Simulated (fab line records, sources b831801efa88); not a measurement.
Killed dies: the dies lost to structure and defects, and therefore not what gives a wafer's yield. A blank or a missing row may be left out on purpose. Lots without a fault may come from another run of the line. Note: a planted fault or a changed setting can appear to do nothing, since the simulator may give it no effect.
Code-filled problem report in 8D (eight disciplines) form + flow gf180mcu + the parts of the form that need people (team, actions taken, sign-off) are left out

== 1. THE PROBLEM ==
CONTACT_W_RS at GF_CONTACT_RS_MEAS_25 reads a mean of 0.642 ohm/sq on 1 wafer of 1 lot; wafers without a fault read 0.381 ohm/sq with a standard deviation of 0.0037. Measured from the usual mean, that is +71 standard deviations.
The step: measures by four-point-probe.
The first sign was on wafer L258.2 at day 18 23:00, on film metro-04. At this step, 36 wafers from 12 lots have a number in the record. By rule, "out" or "out of limits" means more than 4 standard deviations away from the usual mean. The rest of the wafers with a number are treated as sound.

== 2. WHAT IT IS, WHAT IT ISN'T ==
| question                    | is                | is not                                                                                                   |
|-----------------------------|-------------------|----------------------------------------------------------------------------------------------------------|
| which readings at this step | CONTACT_W_RS      | -                                                                                                        |
| which lots                  | L258              | L251, L252, L254, L256, L268, L269, L270, L271, L272, L273, L274                                         |
| which wafers of those lots  | L258.2            | L258.1, L258.6                                                                                           |
| read on which gauges        | film metro-04     | film metro-02, film metro-03                                                                             |
| when                        | from day 18 23:00 | up to then (14 sound wafers); but 21 sound wafers of L268, L269, L270, L271, L272, L273, L274 came after |

== 3. SUSPECTS, AND WHAT RULES EACH OUT ==
Counting: a tool at a process step up to the reading stays a suspect if it ran every lot that is out. Sound lots after the first of them don't rule it out here, since some wafers of a struck lot are sound.
- the gauge at GF_CONTACT_RS_MEAS_25: ruled out. All the wafers that are out were read on film metro-04, but those of them that GF_CONTACT_CVD_24 has rows for are out there too, on other tools.
- cvd w-02 at GF_CONTACT_CVD_24 (deposits W, target thk 300 nm, time 90.339 s): kept. L258, the lot that is out, went through it at day 18 22:54; up to then, the latest sound lot through it was L256 at day 17 17:42. Its own susceptor temp C readings are out on those wafers.
- Within cvd w-02 at GF_CONTACT_CVD_24, the wafers that are out were processed in chamber 0 and their sound lot-mates in chamber 1.
Left after counting: cvd w-02 at GF_CONTACT_CVD_24.

== 4. THE CAUSE (what the simulator had put in) ==
cvd w-02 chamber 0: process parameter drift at GF_CONTACT_CVD_24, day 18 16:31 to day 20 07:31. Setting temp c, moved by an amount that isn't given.
Only this tool survived the counting.

== 5. THE CHAIN OF EFFECTS, in route order ==
One row per reading whose mean, taken over the struck wafers that have a number, lies over 3 standard deviations from the usual. Only readings for which the record gives a usual standard deviation are gone through. hours: the time from each lot's start at the first step in this table that gives one to its start at this step, as a median over the lots. sigmas: the change in usual standard deviations.
| hours | step                   | reading            | usual        | on struck wafers | change | sigmas      |
|-------|------------------------|--------------------|--------------|------------------|--------|-------------|
| 0     | GF_CONTACT_CVD_24      | susceptor temp C   | 399.98 C     | 370.95           | -29.03 | -99 or more |
| 0     | GF_CONTACT_RS_MEAS_25  | CONTACT_W_RS       | 0.381 ohm/sq | 0.642            | +0.261 | +71         |
| 0     | GF_CONTACT_THK_MEAS_26 | CONTACT_W_THK      | 298 nm       | 179              | -119   | -29         |
| 1     | GF_CONTACT_CMP_27      | time to endpoint s | 72.6 s       | 46.9             | -25.7  | -11         |
Its process steps:
- GF_CONTACT_CVD_24: deposits W, target thk 300 nm, time 90.339 s.
- GF_CONTACT_CMP_27: polishes, stops on SiO2, t overpolish 15 s, target thk 0 nm.
At these later measuring or inspecting steps, every struck wafer for which the step has a row has a number for every such reading, and none has moved that far: GF_M4_CD_MEAS_14.

== 6. WHAT WOULD HAVE CAUGHT IT SOONER ==
The first out-of-limits reading at a measuring or inspecting step in this record came at day 18 23:00, 6 hours after the fault's start at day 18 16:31.
Tool's own readings at GF_CONTACT_CVD_24, susceptor temp C: out on all struck wafers the step has rows for; an alarm limit on them would have tripped on the first.
Lots out: 1; all had begun GF_CONTACT_CVD_24 on cvd w-02 by day 18 23:00. Holding the tool at that point would not have protected any of them.
